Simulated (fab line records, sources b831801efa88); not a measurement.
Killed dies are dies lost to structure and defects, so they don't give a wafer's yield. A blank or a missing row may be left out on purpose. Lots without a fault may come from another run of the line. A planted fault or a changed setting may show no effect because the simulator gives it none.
fab line records | flow gf180mcu
record lots=5 wafers=15 last_day=32
route steps=602 shown DNWELL@34 NWELL@42 LVPWELL@54 MVSD@66
lots that met no fault: from a run of the same line without faults
start_h: hours from the record's first day to the start of the lot's first wafer shown | wait_h: hours since the lot's step before | " the same as in the row above | L1.1+2: a row that stands for several wafers | - no value, or no start given | * or withheld: withheld | < > ~ a bound
route shown NAME@n: a module of which the file shows steps, and the number in the route of the first | usual: mean/standard deviation of fault-free wafers | same: alike in all rows | chamber/n: place in a boat | sites: the reading at each site | _std_site: their standard deviation | _edge_site: outer sites' mean less inner sites' | radius_mm: how far each site lies from the wafer's centre | mask NAME#n: copy n | behind: the tool/chamber that last shaped the wafer | hold: why the lot was held/for how many hours/how that ended | device: the transistor (n, p or np) that didn't switch | end of line: the same wafers' tests at the end of the route | a step without rows: its recipe alone | killed: dies lost to structure and defects at the first sort, not the wafer's yield | map: a wafer's dies, x killed, . not, _ none there
set.NAME: the setting as run; set.NAME@STEP: as run at that earlier step | model.NAME: the simulator's own value behind a step, which no gauge read
lots at some steps of the route; a table a step, a row a wafer
services: from which hour (start_h, from the record's first day; less than 0 if before it) a tool's chamber was out of use, for how many hours, and why
## steps
# step GF_DNWELL_COAT_02
# recipe spin_rpm=2000 resist_thk_nm=3000
# same dispense_pressure_kPa=48
# columns lot.wafer tool chamber start_h wait_h
L077.1+3+4 litho_track-02 0 51.64 0.1
L083.3+4+5 litho_track-02 0 83.69 0.1
L087.1+3+4 litho_track-02 0 104.09 0.1
L089.1+3+5 litho_track-02 0 115.04 0.1
L090.2+3+5 litho_track-02 0 119.37 0.1
# step GF_DNWELL_SOFTBAKE_03
# recipe temp_c=110 time_s=withheld
# usual heater_power_total_W=65.34/0.14
# columns lot.wafer tool chamber start_h wait_h heater_power_total_W
L077.1 litho_track-02 0 51.79 0.1 65.21
L077.3 " 0 " " 65.24
L077.4 " 0 " " 65.37
L083.3 litho_track-02 0 83.86 0.1 65.23
L083.4 " 0 " " 65.10
L083.5 " 0 " " 65.41
L087.1 litho_track-02 0 104.24 0.1 65.26
L087.3 " 0 " " 65.18
L087.4 " 0 " " 65.26
L089.1 litho_track-02 0 115.19 0.1 65.47
L089.3 " 0 " " 65.25
L089.5 " 0 " " 65.20
L090.2 litho_track-02 0 119.52 0.1 65.45
L090.3 " 0 " " 65.21
L090.5 " 0 " " 65.24
# step GF_DNWELL_EXPOSE_04
# recipe mask_id=DNWELL target_cd_nm=1700 na=0.6 source_shape=conventional sigma_outer=0.6 dose_mj=260
# columns lot.wafer tool chamber start_h wait_h mask
L077.1+3+4 iline_stepper-02 0 - - DNWELL#0
L083.3+4+5 iline_stepper-02 0 - - DNWELL#0
L087.1+3+4 iline_stepper-02 0 - - DNWELL#0
L089.1+3+5 iline_stepper-02 0 - - DNWELL#0
L090.2+3+5 iline_stepper-02 0 - - DNWELL#0
# step GF_DNWELL_PEB_05
# recipe temp_c=115 time_s=withheld
# usual heater_power_total_W=69.31/0.13
# columns lot.wafer tool chamber start_h wait_h heater_power_total_W
L077.1 litho_track-04 0 - - 69.35
L077.3 " 0 " " 69.06
L077.4 " 0 " " 69.42
L083.3 litho_track-04 0 - - 69.12
L083.4 " 0 " " 69.38
L083.5 " 0 " " 69.36
L087.1 litho_track-04 0 - - 69.13
L087.3 " 0 " " 69.23
L087.4 " 0 " " 69.19
L089.1 litho_track-02 0 - - 69.52
L089.3 " 0 " " 69.18
L089.5 " 0 " " 69.42
L090.2 litho_track-03 0 - - 69.22
L090.3 " 0 " " 69.12
L090.5 " 0 " " 69.30
# step GF_DNWELL_DEVELOP_06
# recipe wall_angle_deg=90 develop_time_s=60 dev_temp_c=23
# columns lot.wafer tool chamber start_h wait_h
L077.1+3+4 litho_track-04 0 - -
L083.3+4+5 litho_track-04 0 - -
L087.1+3+4 litho_track-04 0 - -
L089.1+3+5 litho_track-02 0 - -
L090.2+3+5 litho_track-03 0 - -
# step GF_DNWELL_IMPLANT_07
# recipe species=P energy_kev=1500 dose_cm2=1e+13 tilt_deg=0
# usual beam_energy_keV=1500.0/0.44
# columns lot.wafer tool chamber start_h wait_h beam_energy_keV
L077.1 implanter-02 0 58.35 - 1500.3
L077.3 " 0 " " 1499.7
L077.4 " 0 " " 1500.0
L083.3 implanter-04 0 90.59 - 1499.6
L083.4 " 0 " " 1500.0
L083.5 " 0 " " 1499.9
L087.1 implanter-03 0 111.39 - 1499.7
L087.3 " 0 " " 1499.5
L087.4 " 0 " " 1500.4
L089.1 implanter-03 0 122.84 - 1500.2
L089.3 " 0 " " 1500.3
L089.5 " 0 " " 1500.2
L090.2 implanter-03 0 127.23 - 1499.5
L090.3 " 0 " " 1499.7
L090.5 " 0 " " 1499.6
# step GF_DNWELL_STRIP_08
# recipe chemistry=O2/N2 power_w=1400 pressure_mtorr=1500 platen_temp_c=250 o2_flow_sccm=3000 n2_flow_sccm=300 overash_fraction=0.5
# usual drypump_motor_current_A=5.89/0.19 heater_power_w=335/21 oes_product_au=0.722/0.0045 strip_time_to_endpoint_s=36.89/0.11
# columns lot.wafer tool chamber start_h wait_h drypump_motor_current_A heater_power_w oes_product_au rf_hours_counter_h strip_time_to_endpoint_s
L077.1 plasma_asher-01 0 58.50 0.1 5.80 312 0.723 38 36.87
L077.3 " 1 " " 6.02 370 0.731 - 36.78
L077.4 " 0 " " 5.78 321 0.721 - 36.84
L083.3 plasma_asher-01 1 90.73 0.1 6.04 379 0.717 - 36.95
L083.4 " 0 " " 5.78 315 0.722 - 36.99
L083.5 " 1 " " 6.01 368 0.721 - 37.06
L087.1 plasma_asher-03 0 111.54 0.1 5.82 332 0.724 45 37.02
L087.3 " 0 " " 5.82 331 0.723 - 36.82
L087.4 " 1 " " 6.16 337 0.712 - 36.79
L089.1 plasma_asher-01 0 122.99 0.1 5.78 313 0.719 1 36.82
L089.3 " 0 " " 5.77 318 0.719 - 36.89
L089.5 " 0 " " 5.76 324 0.725 - 36.98
L090.2 plasma_asher-01 0 127.36 0.1 5.82 323 0.723 1 36.79
L090.3 " 0 " " 5.79 314 0.726 - 36.88
L090.5 " 1 " " 6.00 361 0.720 - 36.80
# step GF_DNWELL_TW_MEAS_09
# usual DNWELL_TW=1347/11
# columns lot.wafer tool chamber start_h wait_h DNWELL_TW
L077.1 film_metro-03 - 58.60 0.1 1352
L077.3 " - " " 1350
L077.4 " - " " 1350
L083.3 film_metro-04 - 90.81 0.1 1356
L083.4 " - " " 1353
L083.5 " - " " 1351
L087.1 film_metro-01 - 111.64 0.1 1338
L087.3 " - " " 1332
L087.4 " - " " 1333
L089.1 film_metro-04 - 123.09 0.1 1337
L089.3 " - " " 1343
L089.5 " - " " 1340
L090.2 film_metro-01 - 127.47 0.1 1341
L090.3 " - " " 1350
L090.5 " - " " 1347
# step GF_NWELL_DEHYDRATE_00
# recipe temp_c=200 time_s=60
# usual heater_power_total_W=160.38/0.13
# columns lot.wafer tool chamber start_h wait_h heater_power_total_W
L077.1 litho_track-02 0 64.24 5.6 160.29
L077.3 " 0 " " 160.24
L077.4 " 0 " " 160.15
L083.3 litho_track-01 0 96.72 5.9 160.56
L083.4 " 0 " " 160.63
L083.5 " 0 " " 160.56
L087.1 litho_track-01 0 118.72 7.1 160.29
L087.3 " 0 " " 160.41
L087.4 " 0 " " 160.46
L089.1 litho_track-02 0 130.49 7.4 160.55
L089.3 " 0 " " 160.28
L089.5 " 0 " " 160.28
L090.2 litho_track-01 0 134.45 7.0 160.49
L090.3 " 0 " " 160.20
L090.5 " 0 " " 160.35
# step GF_NWELL_HMDS_01
# recipe prime_time_s=60 prime_temp_c=120
# same prime_time_s=60
# columns lot.wafer tool chamber start_h wait_h
L077.1+3+4 litho_track-02 0 64.39 0.1
L083.3+4+5 litho_track-01 0 96.87 0.1
L087.1+3+4 litho_track-01 0 118.87 0.1
L089.1+3+5 litho_track-02 0 130.64 0.1
L090.2+3+5 litho_track-01 0 134.60 0.1
# step GF_NWELL_COAT_02
# recipe spin_rpm=2000 resist_thk_nm=3000
# usual dispense_pressure_kPa=50/4.2
# columns lot.wafer tool chamber start_h wait_h dispense_pressure_kPa
L077.1 litho_track-02 0 64.54 0.1 48
L077.3 " 0 " " 48
L077.4 " 0 " " 48
L083.3 litho_track-01 0 97.02 0.1 47
L083.4 " 0 " " 47
L083.5 " 0 " " 47
L087.1 litho_track-01 0 119.02 0.1 47
L087.3 " 0 " " 47
L087.4 " 0 " " 47
L089.1 litho_track-02 0 130.79 0.1 48
L089.3 " 0 " " 48
L089.5 " 0 " " 48
L090.2 litho_track-01 0 134.75 0.1 47
L090.3 " 0 " " 47
L090.5 " 0 " " 47
# step GF_NWELL_SOFTBAKE_03
# recipe temp_c=110 time_s=withheld
# usual heater_power_total_W=65.33/0.15
# columns lot.wafer tool chamber start_h wait_h heater_power_total_W
L077.1 litho_track-02 0 64.69 0.1 65.17
L077.3 " 0 " " 65.13
L077.4 " 0 " " 65.17
L083.3 litho_track-01 0 97.19 0.1 65.49
L083.4 " 0 " " 65.37
L083.5 " 0 " " 65.27
L087.1 litho_track-01 0 119.17 0.1 65.21
L087.3 " 0 " " 65.54
L087.4 " 0 " " 65.04
L089.1 litho_track-02 0 130.94 0.1 65.48
L089.3 " 0 " " 65.50
L089.5 " 0 " " 65.14
L090.2 litho_track-01 0 134.91 0.1 65.42
L090.3 " 0 " " 65.21
L090.5 " 0 " " 65.56
# step GF_NWELL_EXPOSE_04
# recipe mask_id=Nwell target_cd_nm=860 na=0.6 source_shape=conventional sigma_outer=0.6 dose_mj=260
# columns lot.wafer tool chamber start_h wait_h mask
L077.1+3+4 iline_stepper-02 0 - - Nwell#0
L083.3+4+5 iline_stepper-02 0 - - Nwell#0
L087.1+3+4 iline_stepper-02 0 - - Nwell#0
L089.1+3+5 iline_stepper-01 0 - - Nwell#0
L090.2+3+5 iline_stepper-02 0 - - Nwell#0
# step GF_NWELL_PEB_05
# recipe temp_c=115 time_s=withheld
# usual heater_power_total_W=69.32/0.13
# columns lot.wafer tool chamber start_h wait_h heater_power_total_W
L077.1 litho_track-04 0 - - 69.46
L077.3 " 0 " " 69.19
L077.4 " 0 " " 69.44
L083.3 litho_track-02 0 - - 69.51
L083.4 " 0 " " 69.35
L083.5 " 0 " " 69.43
L087.1 litho_track-04 0 - - 69.22
L087.3 " 0 " " 69.39
L087.4 " 0 " " 69.21
L089.1 litho_track-02 0 - - 69.30
L089.3 " 0 " " 69.45
L089.5 " 0 " " 69.08
L090.2 litho_track-01 0 - - 69.46
L090.3 " 0 " " 69.46
L090.5 " 0 " " 69.39
# step GF_NWELL_DEVELOP_06
# recipe wall_angle_deg=90 develop_time_s=60 dev_temp_c=23
# columns lot.wafer tool chamber start_h wait_h
L077.1+3+4 litho_track-04 0 - -
L083.3+4+5 litho_track-02 0 - -
L087.1+3+4 litho_track-04 0 - -
L089.1+3+5 litho_track-02 0 - -
L090.2+3+5 litho_track-01 0 - -
# step GF_NWELL_OVL_MEAS_07
# usual NWELL_OVL=0.1/1.3
# columns lot.wafer tool chamber start_h wait_h NWELL_OVL[nm]
L077.1 overlay-01 - 71.10 - 0.9
L077.3 " - " " 1.6
L077.4 " - " " -2.3
L083.3 overlay-02 - 104.80 - -2.2
L083.4 " - " " -0.7
L083.5 " - " " -1.6
L087.1 overlay-01 - 126.94 - -1.4
L087.3 " - " " 1.6
L087.4 " - " " 0.0
L089.1 overlay-02 - 138.49 - 0.9
L089.3 " - " " 0.5
L089.5 " - " " 0.4
L090.2 overlay-02 - 142.18 - 1.1
L090.3 " - " " 0.3
L090.5 " - " " 0.1
# step GF_NWELL_IMPLANT_08
# recipe species=P energy_kev=450 dose_cm2=1.5e+13 tilt_deg=0
# usual beam_energy_keV=449.99/0.12
# columns lot.wafer tool chamber start_h wait_h beam_energy_keV
L077.1 implanter-01 0 71.13 0.0 449.82
L077.3 " 0 " " 450.08
L077.4 " 0 " " 449.68
L083.3 implanter-04 0 104.88 0.1 449.98
L083.4 " 0 " " 450.01
L083.5 " 0 " " 450.03
L087.1 implanter-04 0 126.98 0.0 449.99
L087.3 " 0 " " 450.07
L087.4 " 0 " " 450.12
L089.1 implanter-02 0 138.53 0.0 449.91
L089.3 " 0 " " 450.03
L089.5 " 0 " " 450.05
L090.2 implanter-02 0 142.23 0.0 450.03
L090.3 " 0 " " 450.11
L090.5 " 0 " " 450.12
# step GF_NWELL_IMPLANT_09
# recipe species=P energy_kev=160 dose_cm2=4e+12 tilt_deg=0
# usual beam_energy_keV=160.00/0.048
# columns lot.wafer tool chamber start_h wait_h beam_energy_keV
L077.1 implanter-01 0 71.28 0.1 160.03
L077.3 " 0 " " 160.01
L077.4 " 0 " " 159.99
L083.3 implanter-04 0 105.03 0.1 159.92
L083.4 " 0 " " 159.94
L083.5 " 0 " " 159.91
L087.1 implanter-04 0 127.13 0.1 159.95
L087.3 " 0 " " 160.07
L087.4 " 0 " " 159.93
L089.1 implanter-02 0 138.68 0.1 160.05
L089.3 " 0 " " 160.01
L089.5 " 0 " " 160.05
L090.2 implanter-02 0 142.38 0.1 160.06
L090.3 " 0 " " 160.08
L090.5 " 0 " " 160.05
# step GF_NWELL_STRIP_10
# recipe chemistry=O2/N2 power_w=1400 pressure_mtorr=1500 platen_temp_c=250 o2_flow_sccm=3000 n2_flow_sccm=300 overash_fraction=0.5
# usual drypump_motor_current_A=5.79/0.21 heater_power_w=330/15 oes_product_au=0.723/0.0046 strip_time_to_endpoint_s=36.96/0.096
# columns lot.wafer tool chamber start_h wait_h drypump_motor_current_A heater_power_w oes_product_au rf_hours_counter_h strip_time_to_endpoint_s
L077.1 plasma_asher-04 0 71.43 0.1 5.69 309 0.714 42 37.06
L077.3 " 1 " " 5.56 343 0.714 - 36.88
L077.4 " 0 " " 5.70 308 0.723 - 37.05
L083.3 plasma_asher-04 0 105.16 0.1 5.71 307 0.726 - 37.07
L083.4 " 1 " " 5.63 336 0.726 - 36.95
L083.5 " 0 " " 5.72 313 0.722 - 36.96
L087.1 plasma_asher-02 1 127.28 0.1 6.10 317 0.729 35 36.83
L087.3 " 0 " " 5.60 347 0.731 - 36.93
L087.4 " 1 " " 6.09 313 0.726 - 36.92
L089.1 plasma_asher-03 0 138.83 0.1 5.85 329 0.716 48 36.91
L089.3 " 1 " " 6.18 337 0.724 - 36.86
L089.5 " 1 " " 6.15 335 0.726 - 36.98
L090.2 plasma_asher-03 1 142.51 0.1 6.21 336 0.721 48 36.99
L090.3 " 1 " " 6.18 335 0.722 - 36.96
L090.5 " 0 " " 5.83 335 0.723 - 36.95
# step GF_NWELL_TW_MEAS_11
# usual NWELL_TW=1578/6.9
# columns lot.wafer tool chamber start_h wait_h NWELL_TW
L077.1 film_metro-03 - 71.53 0.1 1577
L077.3 " - " " 1577
L077.4 " - " " 1580
L083.3 film_metro-02 - 105.25 0.1 1576
L083.4 " - " " 1586
L083.5 " - " " 1571
L087.1 film_metro-02 - 127.38 0.1 1579
L087.3 " - " " 1579
L087.4 " - " " 1583
L089.1 film_metro-02 - 138.93 0.1 1579
L089.3 " - " " 1578
L089.5 " - " " 1576
L090.2 film_metro-03 - 142.62 0.1 1570
L090.3 " - " " 1567
L090.5 " - " " 1572
# step GF_LVPWELL_DEHYDRATE_00
# recipe temp_c=200 time_s=60
# usual heater_power_total_W=160.38/0.12
# columns lot.wafer tool chamber start_h wait_h heater_power_total_W
L077.1 litho_track-01 0 77.82 6.3 160.50
L077.3 " 0 " " 160.36
L077.4 " 0 " " 160.38
L083.3 litho_track-03 0 111.81 6.5 160.27
L083.4 " 0 " " 160.39
L083.5 " 0 " " 160.33
L087.1 litho_track-03 0 134.01 6.6 160.40
L087.3 " 0 " " 160.28
L087.4 " 0 " " 160.20
L089.1 litho_track-02 0 145.24 6.3 160.51
L089.3 " 0 " " 160.40
L089.5 " 0 " " 160.48
L090.2 litho_track-02 0 149.02 6.4 160.38
L090.3 " 0 " " 160.21
L090.5 " 0 " " 160.39
# step GF_LVPWELL_HMDS_01
# recipe prime_time_s=60 prime_temp_c=120
# same prime_time_s=60
# columns lot.wafer tool chamber start_h wait_h
L077.1+3+4 litho_track-01 0 77.97 0.1
L083.3+4+5 litho_track-03 0 111.96 0.1
L087.1+3+4 litho_track-03 0 134.16 0.1
L089.1+3+5 litho_track-02 0 145.39 0.1
L090.2+3+5 litho_track-02 0 149.17 0.1
# step GF_LVPWELL_COAT_02
# recipe spin_rpm=2000 resist_thk_nm=3000
# usual dispense_pressure_kPa=47.68/0.26
# columns lot.wafer tool chamber start_h wait_h dispense_pressure_kPa
L077.1 litho_track-01 0 78.12 0.1 47.33
L077.3 " 0 " " 47.33
L077.4 " 0 " " 47.27
L083.3 litho_track-03 0 112.11 0.1 47.85
L083.4 " 0 " " 47.86
L083.5 " 0 " " 47.87
L087.1 litho_track-03 0 134.31 0.1 47.82
L087.3 " 0 " " 47.84
L087.4 " 0 " " 47.85
L089.1 litho_track-02 0 145.54 0.1 47.96
L089.3 " 0 " " 47.90
L089.5 " 0 " " 47.93
L090.2 litho_track-02 0 149.32 0.1 47.92
L090.3 " 0 " " 47.90
L090.5 " 0 " " 47.92
# step GF_LVPWELL_SOFTBAKE_03
# recipe temp_c=110 time_s=withheld
# usual heater_power_total_W=65.32/0.14
# columns lot.wafer tool chamber start_h wait_h heater_power_total_W
L077.1 litho_track-01 0 78.27 0.1 65.47
L077.3 " 0 " " 65.42
L077.4 " 0 " " 65.24
L083.3 litho_track-03 0 112.27 0.1 65.12
L083.4 " 0 " " 65.44
L083.5 " 0 " " 65.09
L087.1 litho_track-03 0 134.46 0.1 65.37
L087.3 " 0 " " 65.58
L087.4 " 0 " " 65.24
L089.1 litho_track-02 0 145.69 0.1 65.47
L089.3 " 0 " " 65.38
L089.5 " 0 " " 65.12
L090.2 litho_track-02 0 149.47 0.1 65.24
L090.3 " 0 " " 65.43
L090.5 " 0 " " 65.28
# step GF_LVPWELL_EXPOSE_04
# recipe mask_id=LVPWELL target_cd_nm=600 na=0.6 source_shape=conventional sigma_outer=0.6 dose_mj=260
# columns lot.wafer tool chamber start_h wait_h mask
L077.1+3+4 iline_stepper-01 0 - - LVPWELL#0
L083.3+4+5 iline_stepper-02 0 - - LVPWELL#0
L087.1+3+4 iline_stepper-01 0 - - LVPWELL#0
L089.1+3+5 iline_stepper-01 0 - - LVPWELL#0
L090.2+3+5 iline_stepper-01 0 - - LVPWELL#0
# step GF_LVPWELL_PEB_05
# recipe temp_c=115 time_s=withheld
# usual heater_power_total_W=69.32/0.14
# columns lot.wafer tool chamber start_h wait_h heater_power_total_W
L077.1 litho_track-01 0 - - 69.36
L077.3 " 0 " " 69.24
L077.4 " 0 " " 69.63
L083.3 litho_track-03 0 - - 69.42
L083.4 " 0 " " 69.26
L083.5 " 0 " " 69.23
L087.1 litho_track-02 0 - - 69.15
L087.3 " 0 " " 69.19
L087.4 " 0 " " 69.54
L089.1 litho_track-02 0 - - 69.40
L089.3 " 0 " " 69.29
L089.5 " 0 " " 69.09
L090.2 litho_track-03 0 - - 69.51
L090.3 " 0 " " 69.51
L090.5 " 0 " " 69.28
# step GF_LVPWELL_DEVELOP_06
# recipe wall_angle_deg=90 develop_time_s=60 dev_temp_c=23
# columns lot.wafer tool chamber start_h wait_h
L077.1+3+4 litho_track-01 0 - -
L083.3+4+5 litho_track-03 0 - -
L087.1+3+4 litho_track-02 0 - -
L089.1+3+5 litho_track-02 0 - -
L090.2+3+5 litho_track-03 0 - -
# step GF_LVPWELL_OVL_MEAS_07
# usual LVPWELL_OVL=1.3/1.3
# columns lot.wafer tool chamber start_h wait_h LVPWELL_OVL[nm]
L077.1 overlay-01 - 84.92 - 0.1
L077.3 " - " " 2.0
L077.4 " - " " -1.2
L083.3 overlay-02 - 119.97 - 0.5
L083.4 " - " " 2.3
L083.5 " - " " -0.7
L087.1 overlay-01 - 141.79 - -0.1
L087.3 " - " " 1.2
L087.4 " - " " 0.1
L089.1 overlay-02 - 153.24 - 3.7
L089.3 " - " " 3.2
L089.5 " - " " 2.1
L090.2 overlay-02 - 157.81 - 1.1
L090.3 " - " " 0.9
L090.5 " - " " 0.5
# step GF_LVPWELL_IMPLANT_08
# recipe species=B energy_kev=170 dose_cm2=1.5e+13 tilt_deg=0
# usual beam_energy_keV=170.01/0.045
# columns lot.wafer tool chamber start_h wait_h beam_energy_keV
L077.1 implanter-01 0 84.96 0.0 170.08
L077.3 " 0 " " 170.02
L077.4 " 0 " " 170.06
L083.3 implanter-01 0 120.04 0.1 169.99
L083.4 " 0 " " 169.96
L083.5 " 0 " " 170.06
L087.1 implanter-01 0 141.83 0.0 170.00
L087.3 " 0 " " 170.01
L087.4 " 0 " " 170.00
L089.1 implanter-03 0 153.28 0.0 170.01
L089.3 " 0 " " 170.00
L089.5 " 0 " " 169.98
L090.2 implanter-04 0 157.87 0.0 170.01
L090.3 " 0 " " 170.01
L090.5 " 0 " " 169.98
# step GF_LVPWELL_IMPLANT_09
# recipe species=B energy_kev=60 dose_cm2=5e+12 tilt_deg=0
# usual beam_energy_keV=60.000/0.018
# columns lot.wafer tool chamber start_h wait_h beam_energy_keV
L077.1 implanter-01 0 85.11 0.1 60.014
L077.3 " 0 " " 59.993
L077.4 " 0 " " 59.976
L083.3 implanter-01 0 120.19 0.1 59.997
L083.4 " 0 " " 60.017
L083.5 " 0 " " 60.001
L087.1 implanter-01 0 141.98 0.1 59.982
L087.3 " 0 " " 60.011
L087.4 " 0 " " 59.992
L089.1 implanter-03 0 153.43 0.1 60.002
L089.3 " 0 " " 59.990
L089.5 " 0 " " 59.991
L090.2 implanter-04 0 158.02 0.1 59.999
L090.3 " 0 " " 60.011
L090.5 " 0 " " 60.022
# step GF_LVPWELL_STRIP_10
# recipe chemistry=O2/N2 power_w=1400 pressure_mtorr=1500 platen_temp_c=250 o2_flow_sccm=3000 n2_flow_sccm=300 overash_fraction=0.5
# usual drypump_motor_current_A=5.84/0.21 heater_power_w=332/17 oes_product_au=0.723/0.0046 strip_time_to_endpoint_s=36.91/0.096
# columns lot.wafer tool chamber start_h wait_h drypump_motor_current_A heater_power_w oes_product_au rf_hours_counter_h strip_time_to_endpoint_s
L077.1 plasma_asher-04 0 85.26 0.1 5.71 308 0.720 44 37.02
L077.3 " 1 " " 5.57 343 0.717 - 37.09
L077.4 " 0 " " 5.72 319 0.725 - 37.02
L083.3 plasma_asher-03 0 120.33 0.1 5.79 318 0.723 - 36.90
L083.4 " 1 " " 6.19 343 0.721 - 36.97
L083.5 " 1 " " 6.16 337 0.722 - 36.92
L087.1 plasma_asher-04 1 142.13 0.1 5.60 344 0.719 49 36.98
L087.3 " 0 " " 5.70 314 0.722 - 36.94
L087.4 " 1 " " 5.63 352 0.719 - 36.88
L089.1 plasma_asher-03 0 153.58 0.1 5.85 326 0.727 49 36.90
L089.3 " 0 " " 5.85 321 0.716 - 36.88
L089.5 " 1 " " 6.18 334 0.726 - 36.82
L090.2 plasma_asher-03 0 158.14 0.1 5.84 330 0.715 50 37.02
L090.3 " 1 " " 6.17 336 0.724 - 37.01
L090.5 " 0 " " 5.80 327 0.731 - 36.98
# step GF_LVPWELL_TW_MEAS_11
# usual LVPWELL_TW=561.1/2.9
# columns lot.wafer tool chamber start_h wait_h LVPWELL_TW
L077.1 film_metro-02 - 85.36 0.1 557.2
L077.3 " - " " 558.0
L077.4 " - " " 558.9
L083.3 film_metro-04 - 120.41 0.1 563.0
L083.4 " - " " 563.3
L083.5 " - " " 563.8
L087.1 film_metro-02 - 142.25 0.1 561.0
L087.3 " - " " 563.1
L087.4 " - " " 559.1
L089.1 film_metro-02 - 153.68 0.1 559.3
L089.3 " - " " 558.6
L089.5 " - " " 558.8
L090.2 film_metro-03 - 158.25 0.1 562.9
L090.3 " - " " 561.2
L090.5 " - " " 561.8
# step GF_MVSD_DEHYDRATE_00
# recipe temp_c=200 time_s=60
# usual heater_power_total_W=160.38/0.13
# columns lot.wafer tool chamber start_h wait_h heater_power_total_W
L077.1 litho_track-04 0 91.49 6.1 160.13
L077.3 " 0 " " 160.39
L077.4 " 0 " " 160.33
L083.3 litho_track-03 0 127.26 6.8 160.21
L083.4 " 0 " " 160.42
L083.5 " 0 " " 160.11
L087.1 litho_track-04 0 148.74 6.5 160.62
L087.3 " 0 " " 160.33
L087.4 " 0 " " 160.26
L089.1 litho_track-01 0 161.17 7.5 160.32
L089.3 " 0 " " 160.36
L089.5 " 0 " " 160.33
L090.2 litho_track-04 0 165.32 7.1 160.32
L090.3 " 0 " " 160.46
L090.5 " 0 " " 160.33
# step GF_MVSD_HMDS_01
# recipe prime_time_s=60 prime_temp_c=120
# same prime_time_s=60
# columns lot.wafer tool chamber start_h wait_h
L077.1+3+4 litho_track-04 0 91.64 0.1
L083.3+4+5 litho_track-03 0 127.41 0.1
L087.1+3+4 litho_track-04 0 148.89 0.1
L089.1+3+5 litho_track-01 0 161.32 0.1
L090.2+3+5 litho_track-04 0 165.47 0.1
# step GF_MVSD_COAT_02
# recipe spin_rpm=2000 resist_thk_nm=3000
# usual dispense_pressure_kPa=51/4.9
# columns lot.wafer tool chamber start_h wait_h dispense_pressure_kPa
L077.1 litho_track-04 0 91.79 0.1 58
L077.3 " 0 " " 58
L077.4 " 0 " " 58
L083.3 litho_track-03 0 127.56 0.1 48
L083.4 " 0 " " 48
L083.5 " 0 " " 48
L087.1 litho_track-04 0 149.04 0.1 58
L087.3 " 0 " " 58
L087.4 " 0 " " 58
L089.1 litho_track-01 0 161.47 0.1 47
L089.3 " 0 " " 47
L089.5 " 0 " " 47
L090.2 litho_track-04 0 165.62 0.1 58
L090.3 " 0 " " 58
L090.5 " 0 " " 58
# step GF_MVSD_SOFTBAKE_03
# recipe temp_c=110 time_s=withheld
# usual heater_power_total_W=65.33/0.14
# columns lot.wafer tool chamber start_h wait_h heater_power_total_W
L077.1 litho_track-04 0 91.94 0.1 65.17
L077.3 " 0 " " 65.33
L077.4 " 0 " " 65.52
L083.3 litho_track-03 0 127.72 0.1 65.22
L083.4 " 0 " " 65.21
L083.5 " 0 " " 65.41
L087.1 litho_track-04 0 149.19 0.1 65.60
L087.3 " 0 " " 65.47
L087.4 " 0 " " 65.33
L089.1 litho_track-01 0 161.62 0.1 65.32
L089.3 " 0 " " 65.46
L089.5 " 0 " " 65.27
L090.2 litho_track-04 0 165.78 0.1 65.35
L090.3 " 0 " " 65.18
L090.5 " 0 " " 65.15
# step GF_MVSD_EXPOSE_04
# recipe mask_id=MVSD target_cd_nm=1000 na=0.6 source_shape=conventional sigma_outer=0.6 dose_mj=260
# columns lot.wafer tool chamber start_h wait_h mask
L077.1+3+4 iline_stepper-01 0 - - MVSD#0
L083.3+4+5 iline_stepper-01 0 - - MVSD#0
L087.1+3+4 iline_stepper-02 0 - - MVSD#0
L089.1+3+5 iline_stepper-02 0 - - MVSD#0
L090.2+3+5 iline_stepper-01 0 - - MVSD#0
# step GF_MVSD_PEB_05
# recipe temp_c=115 time_s=withheld
# usual heater_power_total_W=69.32/0.13
# columns lot.wafer tool chamber start_h wait_h heater_power_total_W
L077.1 litho_track-01 0 - - 69.23
L077.3 " 0 " " 69.35
L077.4 " 0 " " 69.22
L083.3 litho_track-03 0 - - 69.37
L083.4 " 0 " " 69.26
L083.5 " 0 " " 69.28
L087.1 litho_track-01 0 - - 69.42
L087.3 " 0 " " 69.41
L087.4 " 0 " " 69.40
L089.1 litho_track-04 0 - - 69.17
L089.3 " 0 " " 69.44
L089.5 " 0 " " 69.48
L090.2 litho_track-04 0 - - 69.54
L090.3 " 0 " " 69.28
L090.5 " 0 " " 69.31
# step GF_MVSD_DEVELOP_06
# recipe wall_angle_deg=90 develop_time_s=60 dev_temp_c=23
# columns lot.wafer tool chamber start_h wait_h
L077.1+3+4 litho_track-01 0 - -
L083.3+4+5 litho_track-03 0 - -
L087.1+3+4 litho_track-01 0 - -
L089.1+3+5 litho_track-04 0 - -
L090.2+3+5 litho_track-04 0 - -
# step GF_MVSD_OVL_MEAS_07
# usual MVSD_OVL=-1.7/1.2
# columns lot.wafer tool chamber start_h wait_h MVSD_OVL[nm]
L077.1 overlay-02 - 98.87 - -1.9
L077.3 " - " " -2.0
L077.4 " - " " -0.1
L083.3 overlay-01 - 135.02 - -2.0
L083.4 " - " " -0.6
L083.5 " - " " -0.8
L087.1 overlay-01 - 157.52 - -2.6
L087.3 " - " " -4.2
L087.4 " - " " -2.6
L089.1 overlay-01 - 169.39 - -1.1
L089.3 " - " " -0.2
L089.5 " - " " -2.6
L090.2 overlay-01 - 174.30 - 1.2
L090.3 " - " " -1.6
L090.5 " - " " -1.0
## services
# columns tool chamber start_h hours kind
implanter-04 - 30.13 1.1 repair
implanter-04 - 30.75 1.6 repair
plasma_asher-03 - 39.64 14.6 pm
plasma_asher-01 - 40.61 3.4 repair
implanter-03 - 44.67 14.5 pm
plasma_asher-02 - 48.58 0.6 repair
plasma_asher-04 - 49.74 0.9 repair
plasma_asher-02 - 51.65 1.5 repair
iline_stepper-01 - 56.02 5.8 repair
implanter-03 - 62.54 1.2 repair
plasma_asher-03 - 64.48 2.8 pm
iline_stepper-02 - 66.37 4.4 pm
plasma_asher-01 - 72.99 2.8 pm
implanter-02 - 75.03 4.3 repair
plasma_asher-02 - 83.67 0.7 repair
iline_stepper-02 - 94.08 2.1 pm
iline_stepper-02 - 96.17 - consumable_replace:lamp
iline_stepper-02 - 97.91 0.8 pm
plasma_asher-01 - 108.75 9.0 pm
plasma_asher-01 - 109.99 6.4 repair
implanter-02 - 114.71 1.2 repair
implanter-04 - 120.99 2.8 pm
iline_stepper-01 - 150.84 1.7 pm
iline_stepper-02 - 156.95 - calibration
## key
fault none
